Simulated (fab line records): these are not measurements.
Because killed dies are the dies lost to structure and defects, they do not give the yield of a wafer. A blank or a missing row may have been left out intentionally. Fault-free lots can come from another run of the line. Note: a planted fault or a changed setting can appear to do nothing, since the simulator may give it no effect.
A lot that was struck, set against a sound lot / flow sky130 / 15 out of 708 route steps
Sound: these wafers, L225.2, L225.5, L225.6. Wafers struck: L233.2, L233.3, L233.5. The cause is given at the end.
Per side, at each step with rows, come the tool, then ch with its chambers, and then its first start. Under that, the readings that differ: sound wafers / struck wafers / difference of the means / sigmas: that difference in standard deviations of wafers without a fault.
alike: readings with means less than 2 such deviations apart, plus words and numbers identical on both sides. not compared: withheld readings, readings lacking a value on some wafer, bounds such as >300 that could conceal the same value, and numbers that have no deviation in the record and whose values overlap.
The two part at a step that has a row with sigmas, a row that says differs or no value, or rows on one side only. Numbers that don't overlap but have no deviation are shown without sigmas and don't part them. Lack of a reading on every wafer of one side parts them only where that side has two or more wafers.

first, 3 steps without rows for these wafers: SKY_SONOS_TUNNEL_EXPOSE_04 (exposes mask TUNM, target cd 410 nm); SKY_SONOS_TUNNEL_PEB_05; SKY_SONOS_TUNNEL_DEVELOP_06 (develop time 60 s).
SKY_SONOS_TUNNEL_CD_MEAS_07: target cd 410 nm.
  sound on cd_sem-02, day 12 02:09; struck on cd_sem-01, day 14 22:01
  alike: cd_nm
SKY_SONOS_TUNNEL_OVL_MEAS_08:
  sound on overlay-01, day 12 02:15; struck on overlay-02, day 14 22:07
  alike: SONOS_TUNNEL_OVL
then, 3 steps without rows for these wafers: SKY_SONOS_TUNNEL_IMPLANT_09; SKY_SONOS_TUNNEL_WET_ETCH_10 (etches SiO2 in dHF, target depth 14 nm, time 280 s); SKY_SONOS_TUNNEL_STRIP_11 (strips in SPM, time 600 s).
SKY_SONOS_TUNNEL_TW_MEAS_12:
  sound on film_metro-03, day 12 02:43; struck on film_metro-03, day 14 22:36
  alike: SONOS_TUNNEL_TW
then, 2 steps without rows for these wafers: SKY_SONOS_TUNNEL_CLEAN_13 (cleans in dHF, time 20 s); SKY_SONOS_ONO_OXIDATION_00 (stabilise 600 s, purge 300 s, target thk 2.6 nm).
SKY_SONOS_ONO_THK_MEAS_01:
  sound on film_metro-01, day 12 05:41; struck on film_metro-01, day 15 00:01
  alike: SONOS_ONO_OXIDATION_THK
SKY_SONOS_ONO_CVD_02: deposits Si3N4 from DCS/NH3, target thk 10.5 nm, time 180 s.
  sound on lpcvd-02 ch 1, day 12 08:11; struck on lpcvd-02 ch 0, day 15 00:05
reading=spike_tc_bottom_C (C); sound=791.5 790.6 788.5; struck=822.3 823.8 823.4; difference=+33.0; sigmas=+21
reading=spike_tc_centre_C (C); sound=769.4 769.5 768.0; struck=801.7 802.6 802.6; difference=+33.3; sigmas=+28
reading=spike_tc_lower_C (C); sound=771.2 771.9 769.1; struck=802.1 801.1 800.9; difference=+30.6; sigmas=+19
reading=spike_tc_top_C (C); sound=782.1 785.3 785.9; struck=819.3 818.0 818.3; difference=+34.1; sigmas=+14
reading=spike_tc_upper_C (C); sound=769.0 768.2 767.5; struck=803.0 805.0 803.1; difference=+35.5; sigmas=+25
reading=susceptor_temp_C (C); sound=769.7 769.7 770.5; struck=802.3 802.8 802.2; difference=+32.5; sigmas=+93
reading=zone_power_upper_pct (%); sound=11.0 10.7 10.8; struck=15.3 15.1 15.3; difference=+4.4; sigmas=+3
reading=model.Si3N4_of_SONOS_ONO_CVD_02.thk_nm (nm); sound=10.43 10.47 10.46; struck=18.28 18.19 18.18; difference=+7.76; sigmas=
  alike: zone_power_lower_pct
SKY_SONOS_ONO_THK_MEAS_03:
  sound on film_metro-02, day 12 09:15; struck on film_metro-01, day 15 01:54
reading=SONOS_ONO_CVD_02_THK (nm); sound=10.43 10.47 10.47; struck=18.21 18.18 18.15; difference=+7.72; sigmas=+48
  not compared: hold
SKY_PAD_OPEN_PROBE_99:
  rows exist in the record for the sound wafers here (prober-02, day 46 14:18), none for the struck ones

== WHERE THEY PART ==
At SKY_SONOS_ONO_CVD_02 first; at SKY_PAD_OPEN_PROBE_99 last (within this record only).

WHY: the cause the simulator had injected
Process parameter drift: lpcvd-02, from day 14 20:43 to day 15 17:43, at SKY_SONOS_ONO_CVD_02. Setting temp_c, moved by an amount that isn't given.
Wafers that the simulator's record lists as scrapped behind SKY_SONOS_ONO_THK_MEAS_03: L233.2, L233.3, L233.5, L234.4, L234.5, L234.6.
